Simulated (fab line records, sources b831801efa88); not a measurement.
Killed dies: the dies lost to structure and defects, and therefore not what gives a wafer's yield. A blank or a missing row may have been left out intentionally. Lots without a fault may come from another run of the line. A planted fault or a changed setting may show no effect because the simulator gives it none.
Check of tool commonality -- flow sky130 -- Sampled: 14 lots, 42 wafers

REASON IT WAS OPENED
Flagged at SKY_FIELD_ISO_CD_MEAS_13: reading cd-nm, on 2 of 14 lots. Fault-free wafers read 150.0 nm, with a standard deviation of 1.7.
Rule: flag the lot when none of its wafers has a number, or when each of its wafers that has one lies beyond 4 standard deviations from that mean. As for the other lots, they are considered sound.

lot,measured,on,"cd-nm (nm), wafer by wafer",flag
L547,day 2 06:55,cd-sem-01,147.5 149.4 149.6,
L548,day 2 09:07,cd-sem-01,151.8 148.7 150.2,
L550,day 2 22:50,cd-sem-02,150.0 150.8 149.3,
L551,day 3 02:02,cd-sem-01,147.1 148.1 147.5,
L552,day 3 09:02,cd-sem-02,149.4 148.4 149.4,
L555,day 4 01:07,cd-sem-01,149.1 150.8 150.2,
L558,day 4 13:34,cd-sem-01,148.6 149.8 148.8,
L559,day 4 18:24,cd-sem-02,109.3 108.9 110.4,FLAGGED
L560,day 5 01:08,cd-sem-02,116.6 116.6 116.6,FLAGGED
L561,day 5 07:22,cd-sem-01,151.6 151.2 151.7,
L567,day 6 14:40,cd-sem-02,149.5 149.6 150.0,
L568,day 6 18:02,cd-sem-01,147.7 146.7 146.8,
L569,day 6 23:56,cd-sem-01,150.7 153.3 152.3,
L570,day 7 03:53,cd-sem-01,151.1 150.6 149.3,
Average over the flagged lots: 113.1 nm; offset from the usual -36.9 nm, equal to -22 standard deviations.

TOOL THAT RAN EACH LOT
The record keeps 1 process step preceding the reading, out of 708 steps on the route. In each cell: the tool, then ch and the chambers that the sampled wafers went through, then the start.
lot,flag,SKY_FIELD_ISO_EXPOSE_10
L547,,"krf-scanner-01 ch 0, day 1 23:31"
L548,,"krf-scanner-02 ch 0, day 2 01:52"
L550,,"krf-scanner-01 ch 0, day 2 14:58"
L551,,"krf-scanner-01 ch 0, day 2 18:20"
L552,,"krf-scanner-02 ch 0, day 3 01:13"
L555,,"krf-scanner-02 ch 0, day 3 16:52"
L558,,"krf-scanner-02 ch 0, day 4 05:43"
L559,FLAGGED,"krf-scanner-02 ch 0, day 4 10:14"
L560,FLAGGED,"krf-scanner-02 ch 0, day 4 16:16"
L561,,"krf-scanner-01 ch 0, day 4 22:13"
L567,,"krf-scanner-01 ch 0, day 6 05:01"
L568,,"krf-scanner-01 ch 0, day 6 08:05"
L569,,"krf-scanner-01 ch 0, day 6 14:34"
L570,,"krf-scanner-01 ch 0, day 6 18:37"
What these steps do:
- SKY_FIELD_ISO_EXPOSE_10: exposes mask FOM, target cd 150 nm.
- SKY_FIELD_ISO_CD_MEAS_13: target cd 150 nm.

FLAGGED OVER TOTAL, TOOL BY TOOL (the gauges that took the reading come last)
step,tool,lots run,flagged,share of the flagged lots,sound lots run after its first flagged lot
SKY_FIELD_ISO_EXPOSE_10,krf-scanner-01,8,0,none,-
SKY_FIELD_ISO_EXPOSE_10,krf-scanner-02,6,2,all,0
SKY_FIELD_ISO_CD_MEAS_13,cd-sem-01,9,0,none,-
SKY_FIELD_ISO_CD_MEAS_13,cd-sem-02,5,2,all,1 (L567)

WHAT THE TABLE PERMITS
krf-scanner-02 at SKY_FIELD_ISO_EXPOSE_10 and cd-sem-02 at SKY_FIELD_ISO_CD_MEAS_13 are the 2 rows of the table that ran each flagged lot.
- krf-scanner-02 at SKY_FIELD_ISO_EXPOSE_10: 2 of its 6 lots flagged. Last sound lot L558 at day 4 05:43, first flagged lot L559 at day 4 10:14; a fault beginning in between fits. Its own readings lie more than 4 standard deviations out on every wafer of the flagged lots: exposure-dose-mJ-cm2.
- cd-sem-02 at SKY_FIELD_ISO_CD_MEAS_13: 2 of its 5 lots flagged. Lots that were sound ran on it after the first flagged one (L567); a persistent fault on the entire tool would not allow that.
krf-scanner-02 at SKY_FIELD_ISO_EXPOSE_10 is the single tool remaining.

WHAT THE SIMULATOR HAD INSERTED
Process parameters drifting: krf-scanner-02 at SKY_FIELD_ISO_EXPOSE_10, beginning at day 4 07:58. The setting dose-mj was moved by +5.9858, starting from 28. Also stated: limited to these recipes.
Lots struck among those shown: L559, L560. Same finding as the rule above.
